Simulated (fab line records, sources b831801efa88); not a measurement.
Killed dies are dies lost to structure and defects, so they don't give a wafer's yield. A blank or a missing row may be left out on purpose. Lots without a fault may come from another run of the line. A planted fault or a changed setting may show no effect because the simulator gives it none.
fab line records | flow sfq_line
record lots=6 wafers=18 last_day=96
route steps=325 shown I0@51 M1@58
lots that met no fault: from a run of the same line without faults
start_h: hours from the record's first day to the start of the lot's first wafer shown | wait_h: hours since the lot's step before | " the same as in the row above | L1.1+2: a row that stands for several wafers | - no value, or no start given | * or withheld: withheld | < > ~ a bound
route shown NAME@n: a module of which the file shows steps, and the number in the route of the first | usual: mean/standard deviation of fault-free wafers | same: alike in all rows | chamber/n: place in a boat | sites: the reading at each site | _std_site: their standard deviation | _edge_site: outer sites' mean less inner sites' | radius_mm: how far each site lies from the wafer's centre | mask NAME#n: copy n | behind: the tool/chamber that last shaped the wafer | hold: why the lot was held/for how many hours/how that ended | device: the transistor (n, p or np) that didn't switch | end of line: the same wafers' tests at the end of the route | a step without rows: its recipe alone | killed: dies lost to structure and defects at the first sort, not the wafer's yield | map: a wafer's dies, x killed, . not, _ none there
set.NAME: the setting as run; set.NAME@STEP: as run at that earlier step | model.NAME: the simulator's own value behind a step, which no gauge read
lots at some steps of the route; a table a step, a row a wafer
services: from which hour (start_h, from the record's first day; less than 0 if before it) a tool's chamber was out of use, for how many hours, and why
## steps
# step SFQ_TRILAYER_I0_VIA_LITHO_PEB_034
# recipe peb_temp_c=115 peb_time_s=60 resist=KrF
# step SFQ_TRILAYER_I0_VIA_LITHO_DEVELOP_033
# recipe time_s=60 resist=KrF
# step SFQ_I0_OVL_MEAS_908
# usual I0_OVL=2/5.3
# columns lot.wafer tool chamber start_h wait_h I0_OVL[nm]
L203.2 overlay-02 - 511.93 0.1 -6
L203.3 " - " " -4
L203.5 " - " " 0
L204.1 overlay-02 - 514.33 0.1 2
L204.3 " - " " 6
L204.4 " - " " 8
L209.2 overlay-02 - 545.53 0.1 12
L209.3 " - " " 10
L209.6 " - " " 10
L212.3 overlay-02 - 595.22 0.1 3
L212.4 " - " " 13
L212.5 " - " " 5
L215.1 overlay-01 - 629.61 0.1 5
L215.3 " - " " -4
L215.5 " - " " 0
L216.1 overlay-01 - 636.81 0.1 2
L216.2 " - " " -2
L216.3 " - " " 2
# step SFQ_TRILAYER_I0_VIA_BARC_OPEN_VIA_ETCH_046
# recipe mask_material=PR chemistry=O2 target_depth_nm=125 target=BARC source_w=500 bias_w=80 pressure_mtorr=30 time_s=41.7
# usual drypump_motor_current_A=5.9/0.41 oes_product_au=0.686/0.0044
# columns lot.wafer tool chamber start_h wait_h drypump_motor_current_A oes_product_au rf_hours_counter_h
L203.2 rie_diel-01 3 511.96 0.0 5.3 0.691 1
L203.3 " 0 " " 5.4 0.682 86
L203.5 " 2 " " 6.1 0.689 -
L204.1 rie_diel-03 2 514.36 0.0 6.5 0.689 33
L204.3 " 3 " " 6.2 0.685 1
L204.4 " 0 " " 6.4 0.692 13
L209.2 rie_diel-04 3 545.56 0.0 5.6 0.688 5
L209.3 " 0 " " 6.0 0.687 87
L209.6 " 1 " " 5.3 0.691 -
L212.3 rie_diel-04 3 595.24 0.0 5.6 0.686 6
L212.4 " 0 " " 6.0 0.683 0
L212.5 " 1 " " 5.3 0.686 -
L215.1 rie_diel-03 1 629.64 0.0 5.5 0.681 0
L215.3 " 0 " " 6.4 0.681 14
L215.5 " 3 " " 6.2 0.686 -
L216.1 rie_diel-04 3 636.84 0.0 5.6 0.683 7
L216.2 " 2 " " 6.2 0.682 1
L216.3 " 0 " " 6.0 0.676 1
# step SFQ_TRILAYER_I0_VIA_ETCH_VIA_ETCH_034
# recipe target=SiO2 stop_on=Nb mask_material=PR taper_deg=20 chemistry=CHF3 target_depth_nm=260 source_w=500 bias_w=80 pressure_mtorr=30 time_s=withheld
# usual drypump_motor_current_A=5.9/0.41 oes_product_au=0.851/0.0051
# columns lot.wafer tool chamber start_h wait_h drypump_motor_current_A oes_product_au
L203.2 rie_diel-01 3 512.00 0.0 5.3 0.842
L203.3 " 0 " " 5.4 0.850
L203.5 " 2 " " 6.1 0.847
L204.1 rie_diel-03 2 514.40 0.0 6.5 0.840
L204.3 " 3 " " 6.2 0.851
L204.4 " 0 " " 6.4 0.853
L209.2 rie_diel-04 3 545.60 0.0 5.6 0.850
L209.3 " 0 " " 6.0 0.852
L209.6 " 1 " " 5.3 0.844
L212.3 rie_diel-04 3 595.28 0.0 5.6 0.864
L212.4 " 0 " " 6.0 0.849
L212.5 " 1 " " 5.3 0.844
L215.1 rie_diel-03 1 629.68 0.0 5.5 0.860
L215.3 " 0 " " 6.4 0.846
L215.5 " 3 " " 6.2 0.854
L216.1 rie_diel-04 3 636.88 0.0 5.6 0.852
L216.2 " 2 " " 6.2 0.862
L216.3 " 0 " " 6.0 0.849
# step SFQ_TRILAYER_I0_VIA_STRIP_STRIP_035
# recipe gas=O2 power_w=200 platen_temp_c=40 overash_fraction=0.65 chemistry=O2 pressure_mtorr=50
# step SFQ_TRILAYER_I0_VIA_STRIP_SOLV_CLEAN_036
# recipe chemistry=NMP temp_c=70 time_s=600
# step SFQ_TRILAYER_M1_DEP_PRE_CLEAN_038
# recipe gas=Ar time_s=22.5 bias_v=250
# step SFQ_TRILAYER_M1_DEP_SPUTTER_037
# recipe material=Nb base_pressure_pa=1.33e-06 chamber_pressure_pa=0.1333 substrate_temp_c=20 resputter_cathode_voltage_v=400 target_thk_nm=200 power_w=2000 time_s=133.3
# usual chamber_pressure_pa=0.13328/0.00028 resputter_cathode_voltage_v=400/4.3 throttle_valve_pct=29.7/1.1
# columns lot.wafer tool chamber start_h wait_h chamber_pressure_pa resputter_cathode_voltage_v throttle_valve_pct
L203.2 pvd_sputter-04 - 512.92 0.0 0.13269 396 30.0
L203.3 " - " " 0.13342 396 29.6
L203.5 " - " " 0.13276 399 30.4
L204.1 pvd_sputter-05 - 515.49 0.0 0.13298 395 28.3
L204.3 " - " " 0.13307 397 30.6
L204.4 " - " " 0.13305 405 30.7
L209.2 pvd_sputter-06 - 546.52 0.0 0.13317 398 28.9
L209.3 " - " " 0.13331 408 31.9
L209.6 " - " " 0.13318 405 32.2
L212.3 pvd_sputter-05 - 596.20 0.0 0.13358 404 28.1
L212.4 " - " " 0.13341 410 29.1
L212.5 " - " " 0.13312 403 30.7
L215.1 pvd_sputter-06 - 630.60 0.0 0.13324 398 28.5
L215.3 " - " " 0.13326 399 29.7
L215.5 " - " " 0.13315 394 29.5
L216.1 pvd_sputter-06 - 637.80 0.0 0.13335 399 28.8
L216.2 " - " " 0.13353 398 29.3
L216.3 " - " " 0.13301 403 31.9
# step SFQ_M1_RS_MEAS_909
# recipe thk_meas_gauge=four-point-probe reads=Nb_of_TRILAYER_M1_DEP_SPUTTER_037
# usual M1_NB_RS=0.893/0.008
# columns lot.wafer tool chamber start_h wait_h M1_NB_RS[ohm/sq]
L203.2 film_metro-03 - 513.03 0.1 0.894
L203.3 " - " " 0.898
L203.5 " - " " 0.891
L204.1 film_metro-01 - 515.58 0.0 0.902
L204.3 " - " " 0.896
L204.4 " - " " 0.890
L209.2 film_metro-03 - 546.63 0.1 0.888
L209.3 " - " " 0.881
L209.6 " - " " 0.877
L212.3 film_metro-03 - 596.33 0.1 0.892
L212.4 " - " " 0.894
L212.5 " - " " 0.892
L215.1 film_metro-03 - 630.69 0.0 0.900
L215.3 " - " " 0.907
L215.5 " - " " 0.900
L216.1 film_metro-04 - 637.89 0.0 0.880
L216.2 " - " " 0.879
L216.3 " - " " 0.876
# step SFQ_TRILAYER_M1_LITHO_COAT_044
# recipe resist=BARC spin_rpm=3000 resist_thk_nm=61.27
# step SFQ_TRILAYER_M1_LITHO_COAT_039
# recipe resist=KrF spin_rpm=3000 resist_thk_nm=600
# usual spin_speed_rpm=3000.0/2.3
# columns lot.wafer tool chamber start_h wait_h spin_speed_rpm model.KrF_of_TRILAYER_M1_LITHO_COAT_039.thk_nm
L203.2 litho_track-04 0 513.54 0.2 2665.9 635.2
L203.3 " 0 " " 2666.4 635.3
L203.5 " 0 " " 2667.3 637.7
L204.1 litho_track-04 0 516.06 0.2 2664.4 633.2
L204.3 " 0 " " 2664.3 633.9
L204.4 " 0 " " 2664.5 632.5
L209.2 litho_track-03 0 547.14 0.2 2997.6 600.2
L209.3 " 0 " " 2999.6 601.3
L209.6 " 0 " " 3002.5 598
L212.3 litho_track-04 0 596.87 0.2 3000.3 597.9
L212.4 " 0 " " 3000.5 598.1
L212.5 " 0 " " 2999.1 598
L215.1 litho_track-02 0 631.17 0.2 2998.5 600.1
L215.3 " 0 " " 3001.1 601.4
L215.5 " 0 " " 2996.7 599.7
L216.1 litho_track-03 0 638.37 0.2 2998.4 599.7
L216.2 " 0 " " 2999.5 598.8
L216.3 " 0 " " 2999.4 598.7
# step SFQ_TRILAYER_M1_LITHO_SOFTBAKE_043
# recipe temp_c=withheld time_s=withheld resist=KrF
# step SFQ_TRILAYER_M1_LITHO_EXPOSE_040
# recipe mask_id=M1 na=0.6 source_shape=conventional sigma_outer=0.65 target_cd_nm=500 dose_mj=14.4
# step SFQ_TRILAYER_M1_LITHO_PEB_042
# recipe peb_temp_c=115 peb_time_s=60 resist=KrF
# step SFQ_TRILAYER_M1_LITHO_DEVELOP_041
# recipe time_s=60 resist=KrF
# step SFQ_M1_OVL_MEAS_911
# usual M1_OVL=1/5
# columns lot.wafer tool chamber start_h wait_h M1_OVL[nm]
L203.2 overlay-02 - 671.29 0.1 0
L203.3 " - " " -5
L203.5 " - " " -9
L204.1 overlay-02 - 672.48 0.1 -2
L204.3 " - " " 8
L204.4 " - " " -4
L209.2 overlay-01 - 703.81 0.1 -6
L209.3 " - " " 1
L209.6 " - " " -2
L212.3 overlay-02 - 752.54 0.1 12
L212.4 " - " " 11
L212.5 " - " " 8
L215.1 overlay-02 - 790.79 0.1 -1
L215.3 " - " " -5
L215.5 " - " " 0
L216.1 overlay-02 - 799.19 0.1 -4
L216.2 " - " " -3
L216.3 " - " " -6
# step SFQ_TRILAYER_M1_BARC_OPEN_METAL_ETCH_054
# recipe mask_material=PR chemistry=O2 target_depth_nm=125 target=BARC icp_w=600 bias_w=80 pressure_mtorr=10 time_s=41.7
# usual drypump_motor_current_A=5.9/0.32 oes_product_au=0.682/0.0045
# columns lot.wafer tool chamber start_h wait_h drypump_motor_current_A oes_product_au rf_hours_counter_h
L203.2 rie_metal-04 0 671.32 0.0 5.7 0.683 61
L203.3 " 1 " " 6.4 0.682 -
L203.5 " 1 " " 6.4 0.686 -
L204.1 rie_metal-02 1 672.52 0.0 6.0 0.680 146
L204.3 " 0 " " 5.5 0.682 -
L204.4 " 1 " " 6.0 0.687 -
L209.2 rie_metal-01 1 703.84 0.0 5.9 0.681 48
L209.3 " 0 " " 5.6 0.681 -
L209.6 " 1 " " 5.9 0.674 -
L212.3 rie_metal-02 1 752.59 0.0 6.0 0.677 -
L212.4 " 0 " " 5.5 0.683 -
L212.5 " 1 " " 6.0 0.678 -
L215.1 rie_metal-02 0 790.83 0.0 5.5 0.680 44
L215.3 " 1 " " 6.0 0.679 -
L215.5 " 1 " " 6.0 0.674 -
L216.1 rie_metal-02 0 799.23 0.0 5.5 0.672 46
L216.2 " 1 " " 6.0 0.679 10
L216.3 " 0 " " 5.5 0.683 -
# step SFQ_TRILAYER_M1_ETCH_METAL_ETCH_042
# recipe target=Nb stop_on=SiO2 mask_material=PR chemistry=Cl2/Ar target_depth_nm=240 icp_w=600 bias_w=80 pressure_mtorr=10 time_s=120
# usual drypump_motor_current_A=5.9/0.33 oes_product_au=0.893/0.0065
# columns lot.wafer tool chamber start_h wait_h drypump_motor_current_A oes_product_au rf_hours_counter_h model.KrF_of_TRILAYER_M1_LITHO_COAT_039.thk_nm
L203.2 rie_metal-04 0 671.38 0.0 5.7 0.888 61 418.3
L203.3 " 1 " " 6.4 0.891 - 419
L203.5 " 1 " " 6.4 0.892 - 421.3
L204.1 rie_metal-02 1 672.58 0.0 6.0 0.890 146 416.6
L204.3 " 0 " " 5.5 0.890 - 419.6
L204.4 " 1 " " 6.0 0.894 - 416.4
L209.2 rie_metal-01 1 703.90 0.0 5.8 0.890 48 379.8
L209.3 " 0 " " 5.6 0.906 - 381.3
L209.6 " 1 " " 5.9 0.897 - 377.5
L212.3 rie_metal-02 1 752.67 0.1 6.0 0.894 - 383.6
L212.4 " 0 " " 5.5 0.898 - 381.9
L212.5 " 1 " " 6.0 0.898 - 384.4
L215.1 rie_metal-02 0 790.89 0.0 5.5 0.890 44 383.9
L215.3 " 1 " " 6.0 0.887 - 387.6
L215.5 " 1 " " 6.0 0.892 - 385.4
L216.1 rie_metal-02 0 799.29 0.0 5.5 0.894 46 381
L216.2 " 1 " " 6.0 0.901 11 383.1
L216.3 " 0 " " 5.5 0.903 - 382.1
# step SFQ_TRILAYER_M1_STRIP_STRIP_043
# recipe gas=O2 power_w=200 platen_temp_c=40 overash_fraction=0.65 chemistry=O2 pressure_mtorr=50
# usual drypump_motor_current_A=5.9/0.33 oes_product_au=0.997/0.0084
# columns lot.wafer tool chamber start_h wait_h drypump_motor_current_A oes_product_au rf_hours_counter_h
L203.2 rie_metal-04 0 671.50 0.1 5.7 0.984 61
L203.3 " 1 " " 6.4 0.999 -
L203.5 " 1 " " 6.4 0.998 -
L204.1 rie_metal-02 1 672.70 0.1 6.0 0.992 146
L204.3 " 0 " " 5.5 1.001 -
L204.4 " 1 " " 6.0 0.993 -
L209.2 rie_metal-01 1 704.03 0.1 5.9 1.001 48
L209.3 " 0 " " 5.6 1.009 -
L209.6 " 1 " " 5.9 0.998 -
L212.3 rie_metal-02 1 752.95 0.2 6.0 1.005 -
L212.4 " 0 " " 5.4 1.008 -
L212.5 " 1 " " 6.0 0.998 -
L215.1 rie_metal-02 0 791.01 0.1 5.5 1.004 44
L215.3 " 1 " " 6.0 0.987 -
L215.5 " 1 " " 6.0 0.994 -
L216.1 rie_metal-02 0 799.41 0.1 5.4 1.000 46
L216.2 " 1 " " 6.0 0.987 11
L216.3 " 0 " " 5.5 1.001 -
## services
# columns tool chamber start_h hours kind
rie_metal-04 0 508.99 12.4 repair
rie_diel-04 - 518.00 2.8 pm
pvd_sputter-05 - 520.24 4.4 repair
rie_diel-01 1 532.66 10.4 repair
rie_metal-02 - 553.95 1.3 repair
rie_diel-01 0 565.83 6.3 repair
pvd_sputter-06 - 567.74 1.5 repair
rie_diel-01 3 575.33 6.3 repair
pvd_sputter-06 - 580.19 5.8 repair
rie_metal-01 - 583.15 0.7 repair
rie_diel-03 0 588.67 3.7 repair
rie_diel-01 2 611.94 6.7 repair
pvd_sputter-05 - 616.95 0.7 repair
rie_metal-04 - 699.33 0.6 repair
rie_diel-01 1 710.87 6.5 repair
rie_metal-02 - 711.10 28.1 pm
rie_diel-03 1 715.28 4.1 repair
pvd_sputter-06 - 724.98 4.8 repair
rie_diel-04 3 757.80 7.4 repair
rie_metal-01 1 761.62 24.7 repair
rie_metal-04 0 764.15 5.4 repair
rie_diel-03 - 767.91 0.8 repair
pvd_sputter-05 - 786.75 8.1 repair
rie_diel-01 1 798.26 7.2 repair
## key
first_sign step=SFQ_TRILAYER_M1_LITHO_COAT_039 reading=spin_speed_rpm direction=down sigmas=99+ usual=3000.0 struck=2665.5
effect none on later readings
model_effect step=SFQ_TRILAYER_M1_LITHO_COAT_039 value=KrF_of_TRILAYER_M1_LITHO_COAT_039.thk_nm without=598.2 struck=634.6
model_effect step=SFQ_TRILAYER_M1_ETCH_METAL_ETCH_042 value=KrF_of_TRILAYER_M1_LITHO_COAT_039.thk_nm without=382.1 struck=418.5
met_at SFQ_TRILAYER_M1_LITHO_COAT_039
struck_wafers L203.2,L203.3,L203.5,L204.1,L204.3,L204.4
fault kind=process_parameter_drift tool=litho_track-04 chamber=- onset_h=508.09 steps=SFQ_TRILAYER_M1_LITHO_COAT_039 channel=spin_rpm offset=-334.63 shape=step end_h=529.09 acts_in=these_recipes_only stated=3000
